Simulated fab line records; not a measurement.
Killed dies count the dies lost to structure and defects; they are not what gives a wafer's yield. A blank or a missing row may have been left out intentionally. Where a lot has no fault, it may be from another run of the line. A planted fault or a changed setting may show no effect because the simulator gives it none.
A single fault, viewed from 2 desks	flow sky130	each desk holds nothing but its own numbers, with what lay behind them at the end

METROLOGY DESK
What the gauges read, lot by lot, whatever tool the lot ran on: means of the sampled wafers that have a number. If a lot's mean is further than 4 standard deviations from the usual mean, the lot is out of limits and carries the mark OUT (the distance appears in the brackets).
Columns: A = cd-nm at SKY_SD_N_CD_MEAS_07, usual 380 nm; B = LOCAL_INTERCONNECT_TIN_RS at SKY_LOCAL_INTERCONNECT_RS_MEAS_01, usual 14.10 ohm/sq
lot	first seen here	A	B
L726	day 27 16:10	380	14.21
L727	day 29 03:05	383	13.93
L728	day 29 03:16	382	13.68
L729	day 29 04:58	382	14.05
L731	day 29 08:34	379	14.26
L730	day 29 12:08	380	13.99
L733	day 30 09:34	377	14.03
L734	day 30 19:59	385	14.06
L744	day 33 16:43	378	14.07
L746	day 34 21:16	384	14.19
L747	day 35 14:37	381	14.01
L749	day 36 07:22	377	13.99
L748	day 36 09:37	381	14.06
This desk's verdict: no lot among the 13 shows anything out of limits.

FOR THE TOOL OWNER'S DESK: pvd-sputter-04
The tool's own readings at SKY_LI_CONTACT_SPUTTER_19 (material Ti, target thk 20 nm, time 106.37 s): means of the sampled wafers that have a number, for each lot that ran on this tool. If a lot's mean is further than 4 standard deviations from the usual mean, the lot is out of limits and carries the mark OUT (the distance appears in the brackets).
Columns: A = cathode-dc-power-W at SKY_LI_CONTACT_SPUTTER_19, usual 2500.0 W; B = throttle-valve-pct at SKY_LI_CONTACT_SPUTTER_19, usual 30.1 %
lot	first seen here	A	B
L728	day 30 10:00	2500.3	29.3
L729	day 30 11:44	2499.8	30.9
L733	day 31 14:55	2559.3 (+99 or more) OUT	30.1
L747	day 36 18:44	2499.4	29.8
Finding of this desk: L733 out of limits; the first was L733 at day 31 14:55, on cathode-dc-power-W at SKY_LI_CONTACT_SPUTTER_19. L728, L729, L747 stayed within limits.

BROUGHT TOGETHER
An alarm could have come from the tool owner's desk at day 31 14:55, on L733.
The metrology desk saw nothing out of limits.
The metrology desk has L733 on record, within its limits.
All the named lots went through SKY_LI_CONTACT_SPUTTER_19 on pvd-sputter-04.

WHAT THE SIMULATOR HAD INSERTED
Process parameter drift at SKY_LI_CONTACT_SPUTTER_19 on pvd-sputter-04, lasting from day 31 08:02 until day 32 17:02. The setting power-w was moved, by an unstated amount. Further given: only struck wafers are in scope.
Shown lots that were struck: L733.
Each desk's first reading out of limits, in hours after the fault started: the tool owner's desk, 7.
